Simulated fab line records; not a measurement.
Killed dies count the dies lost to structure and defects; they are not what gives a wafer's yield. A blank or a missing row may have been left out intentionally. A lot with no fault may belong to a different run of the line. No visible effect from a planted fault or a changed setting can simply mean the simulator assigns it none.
The tool behind it: which one? || flow sky130 || 18 wafers from 6 lots sampled at 2 of the route's 708 steps

WHAT EACH GAUGE READ, for each wafer
SKY_CONTACT_OVL_MEAS_15.
{"lot": "L230", "measured": "day 31 18:27", "on": "overlay-01", "CONTACT_OVL (nm)": "-6 -9 -6"}
{"lot": "L232", "measured": "day 32 11:37", "on": "overlay-02", "CONTACT_OVL (nm)": "-2 -7 -10"}
{"lot": "L239", "measured": "day 34 18:04", "on": "overlay-01", "CONTACT_OVL (nm)": "0 2 5"}
{"lot": "L245", "measured": "day 36 09:04", "on": "overlay-01", "CONTACT_OVL (nm)": "2 4 1"}
{"lot": "L247", "measured": "day 37 06:37", "on": "overlay-02", "CONTACT_OVL (nm)": "-1 3 -6"}
{"lot": "L251", "measured": "day 38 10:22", "on": "overlay-01", "CONTACT_OVL (nm)": "-4 -2 -6"}

EACH LOT AND THE TOOL THAT RAN IT (in order: tool; ch and the chambers of the sampled wafers; start)
{"lot": "L230", "SKY_LI_CONTACT_ETCH_15": "rie-diel-01 ch 0,2,3, day 29 08:53"}
{"lot": "L232", "SKY_LI_CONTACT_ETCH_15": "rie-diel-01 ch 0,1,3, day 30 03:48"}
{"lot": "L239", "SKY_LI_CONTACT_ETCH_15": "rie-diel-03 ch 0,2,3, day 32 11:07"}
{"lot": "L245", "SKY_LI_CONTACT_ETCH_15": "rie-diel-02 ch 1,3, day 34 02:45"}
{"lot": "L247", "SKY_LI_CONTACT_ETCH_15": "rie-diel-02 ch 1,3, day 35 00:02"}
{"lot": "L251", "SKY_LI_CONTACT_ETCH_15": "rie-diel-02 ch 1,2,3, day 36 03:47"}
- SKY_LI_CONTACT_ETCH_15: etches PSG in C4F8/O2/Ar, stops on Si, target depth 600 nm.

THE ANSWER, worked out from the rows above alone
Rule: the lots themselves supply what counts as usual. The widest of any qualifying gaps counts: lots, ordered by their means at a reading, are off when they make up no more than a third of the lots, leave a main group of 4 or more, and stand apart from it by 3 or more times the standard deviation of that group's means. A main group is skipped when, at the precision printed for the reading in the tables above, its means are all equal. Also off: a lot with no number at a reading for which 4 or more lots have one. All remaining lots with rows at the step are treated as sound.
No lot is off on any of the readings shown, so nothing can be concluded from this.

WHAT HAD BEEN PUT IN BY THE SIMULATOR
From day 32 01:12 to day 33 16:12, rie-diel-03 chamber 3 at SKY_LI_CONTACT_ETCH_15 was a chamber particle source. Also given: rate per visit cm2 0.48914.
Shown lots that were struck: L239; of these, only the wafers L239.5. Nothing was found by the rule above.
